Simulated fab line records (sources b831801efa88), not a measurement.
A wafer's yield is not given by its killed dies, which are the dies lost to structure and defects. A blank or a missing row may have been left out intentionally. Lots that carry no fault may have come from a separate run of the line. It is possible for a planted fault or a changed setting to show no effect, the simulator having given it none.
fab line records	flow sky130	part 1 of 2: steps 1 to 31 of 41
record lots=5	wafers=15	last_day=49
route steps=708 shown LOCAL_INTERCONNECT@392 CONTACT@406
lots that met no fault: taken from a fault-free run of the same line
start_h: hours from the record's first day to the start of the lot's first wafer shown	wait_h: how many hours have passed since the lot's step before this one	" unchanged from the row above	L1.1+2: one row covering several wafers at once	- no value present, or no start provided	* or withheld: withheld	< > ~ a bound
route shown NAME@n: names a module that has steps shown in the file, with the first one's number in the route	usual: mean and standard deviation over wafers with no fault	same: alike in all rows	chamber/n: place in a boat	sites: per-site readings	_std_site: the values' standard deviation	_edge_site: outer sites' mean less inner sites'	radius_mm: how far each site lies from the wafer's centre	mask NAME#n: copy n	behind: the last tool/chamber to shape the wafer	hold: what put the lot on hold/how long, in hours/how the hold closed	device: whichever transistor did not switch (one of n, p or np)	end of line: the tests these same wafers got at the end of their route	a step with no rows: only its recipe	killed: at the first sort, the dies lost to defects and structure; wafer yield is something else	map: per-die view of a wafer (x killed, . not killed, _ where there is no die)
set.NAME: the run value of the setting; set.NAME@STEP: its run value at that earlier step	model.NAME: the simulator's own value behind a step, which no gauge read
lots at selected steps of the route; one table per step, one row per wafer
services: a tool's chamber out of use, with start hour (start_h, from the record's first day; less than 0 if before it), hours out, and reason
## steps
# step SKY_LOCAL_INTERCONNECT_COAT_05
# recipe resist=BARC	temp_c=withheld	time_s=withheld	spin_rpm=3000	resist_thk_nm=60
lot.wafer	tool	chamber	start_h	wait_h
L078.1+3+6	litho_track-02	0	720.55	0.1
L083.2+3+6	litho_track-01	0	768.74	0.1
L088.1+4+5	litho_track-02	0	802.15	0.1
L091.3+4+6	litho_track-01	0	826.16	0.1
L093.2+4+5	litho_track-03	0	842.52	0.1
# step SKY_LOCAL_INTERCONNECT_COAT_06
# recipe resist=KrF-thick	spin_rpm=3000	resist_thk_nm=454.4
lot.wafer	tool	chamber	start_h	wait_h
L078.1+3+6	litho_track-02	0	-	-
L083.2+3+6	litho_track-01	0	-	-
L088.1+4+5	litho_track-02	0	-	-
L091.3+4+6	litho_track-01	0	-	-
L093.2+4+5	litho_track-03	0	-	-
# step SKY_LOCAL_INTERCONNECT_SOFTBAKE_07
# recipe temp_c=100	time_s=90	resist=KrF-thick
lot.wafer	tool	chamber	start_h	wait_h
L078.1+3+6	litho_track-02	0	-	-
L083.2+3+6	litho_track-01	0	-	-
L088.1+4+5	litho_track-02	0	-	-
L091.3+4+6	litho_track-01	0	-	-
L093.2+4+5	litho_track-03	0	-	-
# step SKY_LOCAL_INTERCONNECT_EXPOSE_08
# recipe mask_id=LI1M	na=0.8	source_shape=annular	sigma_inner=0.55	sigma_outer=0.85	target_cd_nm=170	dose_mj=28
lot.wafer	tool	chamber	start_h	wait_h	mask
L078.1+3+6	krf_scanner-02	0	-	-	LI1M#0
L083.2+3+6	krf_scanner-01	0	-	-	LI1M#0
L088.1+4+5	krf_scanner-02	0	-	-	LI1M#0
L091.3+4+6	krf_scanner-01	0	-	-	LI1M#0
L093.2+4+5	krf_scanner-01	0	-	-	LI1M#0
# step SKY_LOCAL_INTERCONNECT_PEB_09
# recipe peb_temp_c=withheld	peb_time_s=withheld	resist=KrF-thick
lot.wafer	tool	chamber	start_h	wait_h
L078.1+3+6	litho_track-01	0	-	-
L083.2+3+6	litho_track-03	0	-	-
L088.1+4+5	litho_track-02	0	-	-
L091.3+4+6	litho_track-02	0	-	-
L093.2+4+5	litho_track-03	0	-	-
# step SKY_LOCAL_INTERCONNECT_DEVELOP_10
# recipe develop_time_s=60	resist=KrF-thick	dev_temp_c=21
lot.wafer	tool	chamber	start_h	wait_h
L078.1+3+6	litho_track-01	0	-	-
L083.2+3+6	litho_track-03	0	-	-
L088.1+4+5	litho_track-02	0	-	-
L091.3+4+6	litho_track-02	0	-	-
L093.2+4+5	litho_track-03	0	-	-
# step SKY_LOCAL_INTERCONNECT_CD_MEAS_11
# recipe target_cd_nm=170
# usual cd_nm=169.9/1.6
lot.wafer	tool	chamber	start_h	wait_h	cd_nm
L078.1	cd_sem-02	-	734.56	-	169.6
L078.3	"	-	"	"	168.4
L078.6	"	-	"	"	168.1
L083.2	cd_sem-02	-	782.01	-	170.0
L083.3	"	-	"	"	169.1
L083.6	"	-	"	"	169.0
L088.1	cd_sem-01	-	815.70	-	172.0
L088.4	"	-	"	"	173.8
L088.5	"	-	"	"	172.2
L091.3	cd_sem-02	-	839.14	-	171.4
L091.4	"	-	"	"	169.9
L091.6	"	-	"	"	169.6
L093.2	cd_sem-01	-	856.46	-	169.3
L093.4	"	-	"	"	168.5
L093.5	"	-	"	"	167.4
# step SKY_LOCAL_INTERCONNECT_OVL_MEAS_12
# usual LOCAL_INTERCONNECT_OVL=0/5.1
lot.wafer	tool	chamber	start_h	wait_h	LOCAL_INTERCONNECT_OVL[nm]
L078.1	overlay-02	-	734.68	0.1	10
L078.3	"	-	"	"	3
L078.6	"	-	"	"	11
L083.2	overlay-02	-	782.12	0.1	-4
L083.3	"	-	"	"	-4
L083.6	"	-	"	"	-1
L088.1	overlay-02	-	815.82	0.1	-2
L088.4	"	-	"	"	9
L088.5	"	-	"	"	4
L091.3	overlay-01	-	839.24	0.1	1
L091.4	"	-	"	"	5
L091.6	"	-	"	"	-4
L093.2	overlay-01	-	856.57	0.1	-11
L093.4	"	-	"	"	-2
L093.5	"	-	"	"	-1
# step SKY_LOCAL_INTERCONNECT_ETCH_13
# recipe chemistry=N2/H2	target=BARC	ion_energy_ev=200	bias_w=100	pressure_mtorr=30	n2_flow_sccm=100	h2_flow_sccm=200	icp_w=500	stop_on=SiO2	time_s=45.9	target_depth_a=600
# usual drypump_motor_current_A=5.9/0.57	h2_flow_sccm=200.0/0.61	he_backside_leak_sccm=3.43/0.23	oes_product_au=0.855/0.0046	throttle_valve_pct=13.224/0.009
lot.wafer	tool	chamber	start_h	wait_h	drypump_motor_current_A	h2_flow_sccm	he_backside_leak_sccm	oes_product_au	rf_hours_counter_h	throttle_valve_pct
L078.1	rie_metal-02	1	734.72	0.0	5.7	200.1	3.08	0.855	2	13.236
L078.3	"	1	"	"	5.7	199.9	3.07	0.854	-	13.226
L078.6	"	1	"	"	5.7	200.8	2.98	0.852	-	13.236
L083.2	rie_metal-01	1	782.15	0.0	6.6	199.2	3.22	0.862	15	13.213
L083.3	"	1	"	"	6.6	199.9	3.22	0.861	-	13.214
L083.6	"	1	"	"	6.6	199.4	3.19	0.859	-	13.244
L088.1	rie_metal-01	0	815.86	0.0	5.4	200.2	3.52	0.861	6	13.222
L088.4	"	0	"	"	5.4	199.9	3.46	0.855	-	13.225
L088.5	"	0	"	"	5.4	200.0	3.66	0.845	-	13.230
L091.3	rie_metal-02	1	839.28	0.0	5.7	200.2	3.20	0.859	-	13.225
L091.4	"	0	"	"	6.1	199.5	3.31	0.856	-	13.219
L091.6	"	0	"	"	6.1	199.6	3.33	0.853	-	13.220
L093.2	rie_metal-03	1	856.60	0.0	5.0	200.3	3.51	0.859	2	13.210
L093.4	"	0	"	"	6.4	200.9	3.51	0.856	-	13.211
L093.5	"	0	"	"	6.4	200.2	3.45	0.850	-	13.222
# step SKY_LOCAL_INTERCONNECT_METAL_ETCH_14
# recipe target_depth_nm=110	stop_on=PSG	chemistry=Cl2/BCl3	target=TiN	resist_sidewall_deg=88	pressure_mtorr=10	icp_w=900	bias_w=48.5	Cl2_flow_sccm=60	bcl3_flow_sccm=30	time_s=31.4
# usual drypump_motor_current_A=5.9/0.57	he_backside_leak_sccm=3.43/0.29	oes_product_au=0.940/0.0083	throttle_valve_pct=21.903/0.01
lot.wafer	tool	chamber	start_h	wait_h	drypump_motor_current_A	he_backside_leak_sccm	oes_product_au	rf_hours_counter_h	throttle_valve_pct
L078.1	rie_metal-02	1	734.78	0.0	5.7	3.04	0.934	2	21.899
L078.3	"	1	"	"	5.7	3.18	0.947	-	21.903
L078.6	"	1	"	"	5.7	3.22	0.940	-	21.889
L083.2	rie_metal-01	1	782.21	0.0	6.6	3.10	0.938	15	21.921
L083.3	"	1	"	"	6.6	3.34	0.946	-	21.887
L083.6	"	1	"	"	6.6	3.23	0.943	-	21.909
L088.1	rie_metal-01	0	815.99	0.1	5.4	3.49	0.941	6	21.904
L088.4	"	0	"	"	5.4	3.64	0.939	-	21.901
L088.5	"	0	"	"	5.4	3.68	0.939	-	21.918
L091.3	rie_metal-02	1	839.34	0.0	5.7	3.15	0.945	-	21.886
L091.4	"	0	"	"	6.1	3.48	0.935	-	21.918
L091.6	"	0	"	"	6.1	3.26	0.937	-	21.889
L093.2	rie_metal-03	1	856.68	0.1	5.0	3.60	0.947	2	21.898
L093.4	"	0	"	"	6.4	3.53	0.949	-	21.887
L093.5	"	0	"	"	6.4	3.56	0.949	-	21.898
# step SKY_LOCAL_INTERCONNECT_STRIP_15
# recipe chemistry=O2/N2	power_w=1400	pressure_mtorr=1500	platen_temp_c=withheld	o2_flow_sccm=3000	n2_flow_sccm=300	overash_fraction=0.5
# usual drypump_motor_current_A=5.9/0.53	oes_product_au=0.429/0.0051	strip_time_to_endpoint_s=4.766/0.021
# same overash_fraction=0.5
lot.wafer	tool	chamber	start_h	wait_h	drypump_motor_current_A	oes_product_au	rf_hours_counter_h	strip_time_to_endpoint_s
L078.1	plasma_asher-04	1	734.83	0.0	6.2	0.429	82	4.778
L078.3	"	0	"	"	6.4	0.433	-	4.775
L078.6	"	1	"	"	6.2	0.426	-	4.769
L083.2	plasma_asher-04	1	782.26	0.0	6.2	0.419	87	4.742
L083.3	"	1	"	"	6.2	0.423	-	4.765
L083.6	"	0	"	"	6.4	0.417	-	4.758
L088.1	plasma_asher-04	0	816.09	0.1	6.3	0.422	90	4.777
L088.4	"	0	"	"	6.4	0.432	-	4.798
L088.5	"	0	"	"	6.4	0.432	-	4.782
L091.3	plasma_asher-01	0	839.41	0.1	6.5	0.423	-	4.734
L091.4	"	1	"	"	5.0	0.428	-	4.777
L091.6	"	0	"	"	6.6	0.422	-	4.764
L093.2	plasma_asher-01	1	856.75	0.0	5.0	0.422	76	4.768
L093.4	"	1	"	"	5.0	0.422	-	4.762
L093.5	"	0	"	"	6.5	0.436	-	4.748
# step SKY_LOCAL_INTERCONNECT_STRIP_16
# recipe chemistry=post_etch_residue_remover	time_s=1200	temp_c=72.5
lot.wafer	tool	chamber	start_h	wait_h
L078.1+3+6	wet_bench-04	2	734.93	0.1
L083.2+3+6	wet_bench-02	3	782.36	0.1
L088.1+4+5	wet_bench-03	0	816.19	0.1
L091.3+4+6	wet_bench-03	0	839.47	0.0
L093.2+4+5	wet_bench-03	1	856.85	0.1
# step SKY_LOCAL_INTERCONNECT_CLEAN_17
# recipe chemistry=IPA	time_s=180	temp_c=25
lot.wafer	tool	chamber	start_h	wait_h
L078.1+3+6	wet_bench-02	1	735.27	0.0
L083.2+3+6	wet_bench-04	3	782.71	0.0
L088.1+4+5	wet_bench-02	0	816.53	0.0
L091.3+4+6	wet_bench-02	3	839.85	0.0
L093.2+4+5	wet_bench-02	3	857.30	0.0
# step SKY_LOCAL_INTERCONNECT_CLEAN_18
# recipe chemistry=O3/DIW	dry=n2_spin
lot.wafer	tool	chamber	start_h	wait_h
L078.1+3+6	wet_bench-03	3	735.33	0.0
L083.2+3+6	wet_bench-02	3	782.76	0.0
L088.1+4+5	wet_bench-04	2	816.59	0.0
L091.3+4+6	wet_bench-03	1	839.90	0.0
L093.2+4+5	wet_bench-04	2	857.36	0.0
# step SKY_CONTACT_CVD_00
# recipe material=Si3N4	target_thk_nm=75	temp_c=400	time_s=withheld	rf_w=450
# usual heater_power_w=695/100
lot.wafer	tool	chamber	start_h	wait_h	heater_power_w
L078.1	pecvd-04	0	735.43	0.0	850
L078.3	"	2	"	"	582
L078.6	"	1	"	"	495
L083.2	pecvd-04	2	782.86	0.0	624
L083.3	"	1	"	"	536
L083.6	"	2	"	"	646
L088.1	pecvd-03	0	816.78	0.0	646
L088.4	"	2	"	"	708
L088.5	"	1	"	"	838
L091.3	pecvd-04	1	840.00	0.0	574
L091.4	"	0	"	"	819
L091.6	"	2	"	"	716
L093.2	pecvd-01	0	857.45	0.0	626
L093.4	"	2	"	"	644
L093.5	"	0	"	"	637
# step SKY_CONTACT_THK_MEAS_01
# recipe reads=Si3N4_of_CONTACT_CVD_00
# usual CONTACT_CVD_00_THK=74.7/0.9
lot.wafer	tool	chamber	start_h	wait_h	CONTACT_CVD_00_THK[nm]
L078.1	film_metro-03	-	735.47	-	73.5
L078.3	"	-	"	"	74.9
L078.6	"	-	"	"	76.5
L083.2	film_metro-01	-	782.90	-	74.1
L083.3	"	-	"	"	74.0
L083.6	"	-	"	"	74.8
L088.1	film_metro-01	-	816.81	-	73.9
L088.4	"	-	"	"	75.7
L088.5	"	-	"	"	74.8
L091.3	film_metro-03	-	840.06	-	74.9
L091.4	"	-	"	"	74.9
L091.6	"	-	"	"	75.6
L093.2	film_metro-02	-	857.49	-	72.8
L093.4	"	-	"	"	74.2
L093.5	"	-	"	"	74.5
# step SKY_CONTACT_HDPCVD_02
# recipe material=SiO2	target_thk_nm=565	sigma_open_frac=0.3	time_s=94.2	temp_c=600	sih4_flow_sccm=60	pressure_mtorr=6
lot.wafer	tool	chamber	start_h	wait_h
L078.1+3+6	hdpcvd-01	1,0,2	735.53	0.1
L083.2+3+6	hdpcvd-01	2,0,1	782.95	0.0
L088.1+4+5	hdpcvd-01	1,1,2	816.87	0.1
L091.3+4+6	hdpcvd-02	1,0,1	840.10	0.0
L093.2+4+5	hdpcvd-02	0,2,0	857.54	0.0
# step SKY_CONTACT_THK_MEAS_03
# recipe reads=SiO2_of_CONTACT_HDPCVD_02
# usual CONTACT_HDPCVD_THK=565/7
lot.wafer	tool	chamber	start_h	wait_h	CONTACT_HDPCVD_THK[nm]
L078.1	film_metro-02	-	735.59	0.0	575
L078.3	"	-	"	"	560
L078.6	"	-	"	"	561
L083.2	film_metro-03	-	783.03	0.0	545
L083.3	"	-	"	"	567
L083.6	"	-	"	"	564
L088.1	film_metro-02	-	816.97	0.1	567
L088.4	"	-	"	"	557
L088.5	"	-	"	"	557
L091.3	film_metro-03	-	840.19	0.1	566
L091.4	"	-	"	"	569
L091.6	"	-	"	"	565
L093.2	film_metro-02	-	857.62	0.0	575
L093.4	"	-	"	"	574
L093.5	"	-	"	"	575
# step SKY_CONTACT_CMP_04
# recipe material=SiO2	down_force_psi=4	platen_rpm=60	pad_velocity_m_s=0.94248
# usual motor_current_A=11.9/1.3	time_to_endpoint_s=81/5.3
lot.wafer	tool	chamber	start_h	wait_h	motor_current_A	time_to_endpoint_s
L078.1	cmp-02	1	735.65	0.1	11.3	98
L078.3	"	0	"	"	11.2	78
L078.6	"	1	"	"	12.3	90
L083.2	cmp-01	2	783.08	0.0	10.7	69
L083.3	"	0	"	"	12.1	77
L083.6	"	3	"	"	10.7	77
L088.4	cmp-02	1	817.08	0.1	11.9	89
L088.1	"	2	"	"	12.3	85
L088.5	"	1	"	"	12.0	88
L091.3	cmp-02	3	840.23	0.0	15.0	81
L091.4	"	0	"	"	11.2	80
L091.6	"	0	"	"	11.2	79
L093.4	cmp-01	2	857.72	0.1	10.6	80
L093.2	"	3	"	"	10.7	83
L093.5	"	1	"	"	10.5	78
# step SKY_CONTACT_BOW_MEAS_05
# recipe mode=bow
# usual CONTACT_BOW=83/7
lot.wafer	tool	chamber	start_h	wait_h	CONTACT_BOW[um]
L078.1	film_metro-02	-	735.95	0.2	71
L078.3	"	-	"	"	74
L078.6	"	-	"	"	86
L083.2	film_metro-01	-	783.40	0.3	85
L083.3	"	-	"	"	87
L083.6	"	-	"	"	78
L088.1	film_metro-03	-	817.33	0.1	87
L088.4	"	-	"	"	82
L088.5	"	-	"	"	89
L091.3	film_metro-03	-	840.57	0.3	71
L091.4	"	-	"	"	83
L091.6	"	-	"	"	82
L093.2	film_metro-03	-	857.99	0.2	83
L093.4	"	-	"	"	82
L093.5	"	-	"	"	81
# step SKY_CONTACT_DEHYDRATE_06
# recipe temp_c=200	time_s=60
lot.wafer	tool	chamber	start_h	wait_h
L078.1+3+6	litho_track-04	0	748.62	12.6
L083.2+3+6	litho_track-04	0	795.85	12.4
L088.1+4+5	litho_track-03	0	830.04	12.7
L091.3+4+6	litho_track-04	0	853.63	13.0
L093.2+4+5	litho_track-03	0	869.67	11.7
# step SKY_CONTACT_HMDS_07
# recipe prime_time_s=60	prime_temp_c=120
# usual prime_temp_c=119.97/0.14
# same prime_time_s=60
lot.wafer	tool	chamber	start_h	wait_h	prime_temp_c
L078.1	litho_track-04	0	748.77	0.1	120.05
L078.3	"	0	"	"	120.25
L078.6	"	0	"	"	119.97
L083.2	litho_track-04	0	796.00	0.1	120.10
L083.3	"	0	"	"	120.05
L083.6	"	0	"	"	120.24
L088.1	litho_track-03	0	830.19	0.1	119.86
L088.4	"	0	"	"	119.94
L088.5	"	0	"	"	119.79
L091.3	litho_track-04	0	853.78	0.1	119.78
L091.4	"	0	"	"	120.06
L091.6	"	0	"	"	120.15
L093.2	litho_track-03	0	869.82	0.1	120.11
L093.4	"	0	"	"	120.02
L093.5	"	0	"	"	119.91
# step SKY_CONTACT_COAT_08
# recipe resist=BARC	temp_c=withheld	time_s=withheld	spin_rpm=3000	resist_thk_nm=60
lot.wafer	tool	chamber	start_h	wait_h
L078.1+3+6	litho_track-04	0	748.92	0.1
L083.2+3+6	litho_track-04	0	796.15	0.1
L088.1+4+5	litho_track-03	0	830.34	0.1
L091.3+4+6	litho_track-04	0	853.93	0.1
L093.2+4+5	litho_track-03	0	869.97	0.1
# step SKY_CONTACT_COAT_09
# recipe resist=KrF-thick	spin_rpm=3000	resist_thk_nm=450
lot.wafer	tool	chamber	start_h	wait_h
L078.1+3+6	litho_track-04	0	-	-
L083.2+3+6	litho_track-04	0	-	-
L088.1+4+5	litho_track-03	0	-	-
L091.3+4+6	litho_track-04	0	-	-
L093.2+4+5	litho_track-03	0	-	-
# step SKY_CONTACT_SOFTBAKE_10
# recipe temp_c=100	time_s=90	resist=KrF-thick
lot.wafer	tool	chamber	start_h	wait_h
L078.1+3+6	litho_track-04	0	-	-
L083.2+3+6	litho_track-04	0	-	-
L088.1+4+5	litho_track-03	0	-	-
L091.3+4+6	litho_track-04	0	-	-
L093.2+4+5	litho_track-03	0	-	-
# step SKY_CONTACT_EXPOSE_11
# recipe mask_id=CTM1	na=0.8	source_shape=annular	sigma_inner=0.55	sigma_outer=0.85	target_cd_nm=170	dose_mj=38
lot.wafer	tool	chamber	start_h	wait_h	mask
L078.1+3+6	krf_scanner-02	0	-	-	CTM1#0
L083.2+3+6	krf_scanner-02	0	-	-	CTM1#0
L088.1+4+5	krf_scanner-02	0	-	-	CTM1#0
L091.3+4+6	krf_scanner-02	0	-	-	CTM1#0
L093.2+4+5	krf_scanner-01	0	-	-	CTM1#0
# step SKY_CONTACT_PEB_12
# recipe peb_temp_c=withheld	peb_time_s=withheld	resist=KrF-thick
lot.wafer	tool	chamber	start_h	wait_h
L078.1+3+6	litho_track-03	0	-	-
L083.2+3+6	litho_track-04	0	-	-
L088.1+4+5	litho_track-02	0	-	-
L091.3+4+6	litho_track-03	0	-	-
L093.2+4+5	litho_track-02	0	-	-
# step SKY_CONTACT_DEVELOP_13
# recipe develop_time_s=60	resist=KrF-thick	dev_temp_c=21
lot.wafer	tool	chamber	start_h	wait_h
L078.1+3+6	litho_track-03	0	-	-
L083.2+3+6	litho_track-04	0	-	-
L088.1+4+5	litho_track-02	0	-	-
L091.3+4+6	litho_track-03	0	-	-
L093.2+4+5	litho_track-02	0	-	-
# step SKY_CONTACT_CD_MEAS_14
# recipe target_cd_nm=170
# usual cd_nm=169.9/1.3
lot.wafer	tool	chamber	start_h	wait_h	cd_nm
L078.1	cd_sem-01	-	762.54	-	171.6
L078.3	"	-	"	"	172.2
L078.6	"	-	"	"	171.7
L083.2	cd_sem-02	-	809.50	-	173.5
L083.3	"	-	"	"	171.7
L083.6	"	-	"	"	171.1
L088.1	cd_sem-02	-	843.70	-	170.0
L088.4	"	-	"	"	170.7
L088.5	"	-	"	"	171.1
L091.3	cd_sem-01	-	867.18	-	169.6
L091.4	"	-	"	"	170.9
L091.6	"	-	"	"	170.8
L093.2	cd_sem-01	-	883.37	-	168.6
L093.4	"	-	"	"	168.2
L093.5	"	-	"	"	169.9
# step SKY_CONTACT_OVL_MEAS_15
# usual CONTACT_OVL=0/5.2
lot.wafer	tool	chamber	start_h	wait_h	CONTACT_OVL[nm]
L078.1	overlay-01	-	762.66	0.1	0
L078.3	"	-	"	"	2
L078.6	"	-	"	"	3
L083.2	overlay-01	-	809.60	0.1	-4
L083.3	"	-	"	"	-13
L083.6	"	-	"	"	1
L088.1	overlay-02	-	843.82	0.1	-3
L088.4	"	-	"	"	4
L088.5	"	-	"	"	0
L091.3	overlay-02	-	867.28	0.1	0
L091.4	"	-	"	"	-2
L091.6	"	-	"	"	-1
L093.2	overlay-02	-	883.48	0.1	-5
L093.4	"	-	"	"	-5
L093.5	"	-	"	"	2
# step SKY_CONTACT_ETCH_16
# recipe chemistry=N2/H2	target=BARC	ion_energy_ev=200	source_w=500	bias_w=100	pressure_mtorr=30	n2_flow_sccm=100	h2_flow_sccm=200	stop_on=SiO2	time_s=45.9	target_depth_a=600
# usual drypump_motor_current_A=5.5/0.41	h2_flow_sccm=200.1/0.56	oes_product_au=0.855/0.0046	throttle_valve_pct=13.225/0.0086
lot.wafer	tool	chamber	start_h	wait_h	drypump_motor_current_A	h2_flow_sccm	oes_product_au	rf_hours_counter_h	throttle_valve_pct
L078.1	rie_diel-04	3	762.70	0.0	5.0	199.9	0.855	35	13.238
L078.3	"	2	"	"	5.7	200.8	0.856	3	13.215
L078.6	"	3	"	"	5.0	200.8	0.858	-	13.229
L083.2	rie_diel-03	3	809.63	0.0	5.1	199.8	0.861	2	13.227
L083.3	"	2	"	"	6.1	197.8	0.864	16	13.225
L083.6	"	3	"	"	5.0	199.7	0.855	-	13.221
L088.1	rie_diel-04	2	843.86	0.0	5.8	199.7	0.854	6	13.215
L088.4	"	2	"	"	5.8	199.4	0.854	-	13.229
L088.5	"	1	"	"	5.6	200.6	0.847	-	13.229
L091.3	rie_diel-02	1	867.30	0.0	6.0	199.5	0.850	19	13.223
L091.4	"	2	"	"	5.3	200.4	0.853	-	13.222
L091.6	"	1	"	"	6.0	199.8	0.860	-	13.231
L093.2	rie_diel-02	2	883.51	0.0	5.3	200.8	0.854	5	13.237
L093.4	"	3	"	"	5.2	200.3	0.859	2	13.216
L093.5	"	0	"	"	5.3	200.3	0.858	-	13.227
